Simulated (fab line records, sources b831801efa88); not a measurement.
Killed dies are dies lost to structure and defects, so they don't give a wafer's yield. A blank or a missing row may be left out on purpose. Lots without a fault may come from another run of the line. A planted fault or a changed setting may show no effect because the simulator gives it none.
Which tool did it? | flow gf180mcu | 13 lots, 39 wafers sampled, at 5 steps of a route of 602

WHAT THE GAUGES READ, wafer by wafer
GF_MVPSD_OVL_MEAS_07. Usual: MVPSD_OVL 0.0 nm, standard deviation 1.6.
lot  | measured     | on         | MVPSD_OVL (nm) | flag
L531 | day 5 06:32  | overlay-02 | 1.2 1.1 3.4    |
L532 | day 5 13:50  | overlay-01 | -2.9 -3.4 -0.6 |
L533 | day 5 19:26  | overlay-01 | 0.7 -0.5 -2.3  |
L535 | day 6 08:18  | overlay-01 | 2.7 0.7 2.7    |
L536 | day 6 11:50  | overlay-01 | -0.3 1.2 1.0   |
L537 | day 6 19:05  | overlay-01 | -1.3 -0.1 -0.8 |
L538 | day 6 23:53  | overlay-02 | 2.2 -1.6 1.8   |
L539 | day 7 05:47  | overlay-01 | 1.1 0.4 1.1    |
L546 | day 9 01:41  | overlay-02 | 1.8 1.1 1.3    |
L547 | day 9 06:05  | overlay-02 | 0.7 1.7 2.6    |
L548 | day 9 10:38  | overlay-01 | 1.0 1.2 0.8    |
L551 | day 10 07:14 | overlay-01 | 0.3 0.0 -0.7   |
L553 | day 10 16:41 | overlay-02 | -3.3 0.2 0.3   |

GF_HV_LDD_OVL_MEAS_08. Usual: HV_LDD_OVL -0.8 nm, standard deviation 1.4.
lot  | measured     | on         | HV_LDD_OVL (nm) | flag
L531 | day 10 07:51 | overlay-01 | -4.0 -2.8 -3.9  |
L532 | day 10 15:01 | overlay-01 | -0.8 -1.3 -0.9  |
L533 | day 11 01:12 | overlay-02 | -2.4 0.3 -1.5   |
L535 | day 11 14:21 | overlay-02 | 0.6 1.0 -0.5    |
L536 | day 11 16:59 | overlay-01 | -2.8 -3.8 -2.9  |
L537 | day 12 02:09 | overlay-01 | -0.6 -1.1 0.1   |
L538 | day 12 06:13 | overlay-02 | -1.3 -0.4 0.0   |
L539 | day 12 18:10 | overlay-02 | 1.0 0.1 0.4     |
L546 | day 14 23:48 | overlay-01 | 0.7 1.4 0.2     |
L547 | day 15 06:33 | overlay-02 | -0.6 0.3 0.0    |
L548 | day 15 14:00 | overlay-02 | -1.9 -2.8 -1.4  |
L551 | day 16 17:42 | overlay-01 | -1.4 -2.2 -1.3  |
L553 | day 17 02:53 | overlay-02 | 0.6 0.9 -0.7    |

GF_SAB_OVL_MEAS_10. Usual: SAB_OVL -0.9 nm, standard deviation 1.3.
lot  | measured     | on         | SAB_OVL (nm)   | flag
L531 | day 15 10:21 | overlay-01 | 0.5 0.8 0.2    |
L532 | day 15 17:21 | overlay-02 | 0.3 0.2 -1.3   |
L533 | day 16 07:01 | overlay-02 | -2.8 -1.0 -0.7 |
L535 | day 16 23:52 | overlay-02 | -0.7 -1.5 0.8  |
L536 | day 17 01:48 | overlay-01 | -0.2 1.5 1.1   |
L537 | day 17 13:03 | overlay-01 | -0.1 -1.1 -0.7 |
L538 | day 17 18:51 | overlay-02 | 1.0 1.1 -0.7   |
L539 | day 18 09:37 | overlay-01 | -0.1 -1.0 -0.1 |
L546 | day 20 21:28 | overlay-02 | -0.3 -2.4 -0.8 |
L547 | day 21 06:30 | overlay-02 | -1.2 -0.2 -1.8 |
L548 | day 21 14:13 | overlay-02 | -0.1 1.4 0.7   |
L551 | day 22 19:39 | overlay-02 | -2.9 0.5 -2.3  |
L553 | day 23 06:24 | overlay-01 | -2.2 -2.2 -0.2 |

WHICH TOOL RAN EACH LOT (tool, then ch and the chambers of the sampled wafers, then the start)
lot  | GF_STI_ETCH_13                    | GF_STI_STRIP_15
L531 | rie_diel-03 ch 0,2, day 2 07:22   | plasma_asher-01 ch 0,1, day 2 07:31
L532 | rie_diel-03 ch 0,1,2, day 2 13:43 | plasma_asher-03 ch 0,1, day 2 13:52
L533 | rie_diel-02 ch 0,1,3, day 2 16:34 | plasma_asher-02 ch 0,1, day 2 16:43
L535 | rie_diel-02 ch 0,2,3, day 3 03:45 | plasma_asher-03 ch 0,1, day 3 03:56
L536 | rie_diel-02 ch 0,1,2, day 3 08:40 | plasma_asher-01 ch 0,1, day 3 08:49
L537 | rie_diel-02 ch 0,2,3, day 3 12:51 | plasma_asher-01 ch 0,1, day 3 13:01
L538 | rie_diel-03 ch 1,2,3, day 3 18:21 | plasma_asher-02 ch 0,1, day 3 18:30
L539 | rie_diel-02 ch 2,3, day 4 00:13   | plasma_asher-02 ch 0,1, day 4 00:22
L546 | rie_diel-01 ch 1,3, day 5 11:16   | plasma_asher-02 ch 0,1, day 5 11:25
L547 | rie_diel-02 ch 0,1,2, day 5 17:48 | plasma_asher-01 ch 0,1, day 5 17:58
L548 | rie_diel-02 ch 2,3, day 5 22:30   | plasma_asher-02 ch 0,1, day 5 22:40
L551 | rie_diel-01 ch 0,1,3, day 6 13:51 | plasma_asher-03 ch 0,1, day 6 14:00
L553 | rie_diel-01 ch 1,2, day 6 23:19   | plasma_asher-01 ch 0,1, day 6 23:28
- GF_STI_ETCH_13: etches the open film in CHF3/O2, stops on Si, target depth 282.31 nm, time 112.9 s.
- GF_STI_STRIP_15: strips in O2/N2.

WHAT THE TOOLS THEMSELVES READ (means of the sampled wafers that have a number; where no wafer has one, the mark that the record gives instead)
GF_STI_ETCH_13. Usual: drypump_motor_current_A 5.8 A, standard deviation 0.49; oes_product_au 0.835 a.u., standard deviation 0.0059; throttle_valve_pct 8.811 %, standard deviation 0.0097.
lot  | tool        | drypump_motor_current_A (A) | oes_product_au (a.u.) | throttle_valve_pct (%) | flag
L531 | rie_diel-03 | 5.5                         | 0.836                 | 8.812                  |
L532 | rie_diel-03 | 5.7                         | 0.838                 | 8.815                  |
L533 | rie_diel-02 | 5.8                         | 0.835                 | 8.814                  |
L535 | rie_diel-02 | 5.9                         | 0.841                 | 8.819                  |
L536 | rie_diel-02 | 5.6                         | 0.831                 | 8.811                  |
L537 | rie_diel-02 | 5.9                         | 0.836                 | 8.807                  |
L538 | rie_diel-03 | 5.6                         | 0.833                 | 8.814                  |
L539 | rie_diel-02 | 5.6                         | 0.842                 | 8.815                  |
L546 | rie_diel-01 | 6.2                         | 0.823                 | 8.807                  |
L547 | rie_diel-02 | 5.6                         | 0.840                 | 8.808                  |
L548 | rie_diel-02 | 5.8                         | 0.836                 | 8.818                  |
L551 | rie_diel-01 | 6.4                         | 0.834                 | 8.806                  |
L553 | rie_diel-01 | 6.1                         | 0.831                 | 8.813                  |

GF_STI_STRIP_15. Usual: drypump_motor_current_A 5.63 A, standard deviation 0.28; heater_power_w 329 W, standard deviation 25; oes_product_au 0.384 a.u., standard deviation 0.0049; strip_time_to_endpoint_s 3.71 s, standard deviation 0.045.
lot  | tool            | drypump_motor_current_A (A) | heater_power_w (W) | oes_product_au (a.u.) | strip_time_to_endpoint_s (s) | flag
L531 | plasma_asher-01 | 5.80                        | 336                | 0.382                 | 3.72                         |
L532 | plasma_asher-03 | 5.72                        | 323                | 0.383                 | 3.68                         |
L533 | plasma_asher-02 | 5.60                        | 313                | 0.384                 | 3.72                         |
L535 | plasma_asher-03 | 5.44                        | 336                | 0.381                 | 3.65                         |
L536 | plasma_asher-01 | 5.68                        | 350                | 0.385                 | 3.74                         |
L537 | plasma_asher-01 | 5.79                        | 334                | 0.385                 | 3.69                         |
L538 | plasma_asher-02 | 5.59                        | 314                | 0.382                 | 3.71                         |
L539 | plasma_asher-02 | 5.59                        | 312                | 0.387                 | 3.70                         |
L546 | plasma_asher-02 | 5.58                        | 310                | 0.384                 | 3.71                         |
L547 | plasma_asher-01 | 5.66                        | 348                | 0.325                 | 2.20                         | OFF
L548 | plasma_asher-02 | 5.58                        | 315                | 0.319                 | 2.21                         | OFF
L551 | plasma_asher-03 | 5.44                        | 331                | 0.385                 | 3.75                         |
L553 | plasma_asher-01 | 5.75                        | 338                | 0.389                 | 3.72                         |

THE ANSWER, worked out from the rows above alone
Rule: a lot is off if the mean of its wafers that have a number lies more than 3 standard deviations from the usual mean. A lot without any number at a reading at which 4 lots or more have one is off too. The other lots that the step has rows for count as sound. The gauges are gone through in route order, then the tools' own readings, and for those a lot's mean is taken as printed above. The first step at which some lot is off is used, and at that step the reading that is off furthest; a lot without a number counts as furthest.
Off: L547, L548, at GF_STI_STRIP_15 (strip_time_to_endpoint_s).
A tool fits if, at that step or a process step before it, it ran every lot that is off, and no sound lot after the first of them. One fits: rie_diel-02 at GF_STI_ETCH_13. Its last sound lot is L539 (day 4 00:13), its first lot that is off L547 (day 5 17:48): a fault that began between those two fits.

WHAT THE SIMULATOR HAD PUT IN
Process parameter drift: rie_diel-02, from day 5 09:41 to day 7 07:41, at GF_STI_ETCH_13. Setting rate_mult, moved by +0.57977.
Lots struck among those shown: L547, L548. The rule above found the same.
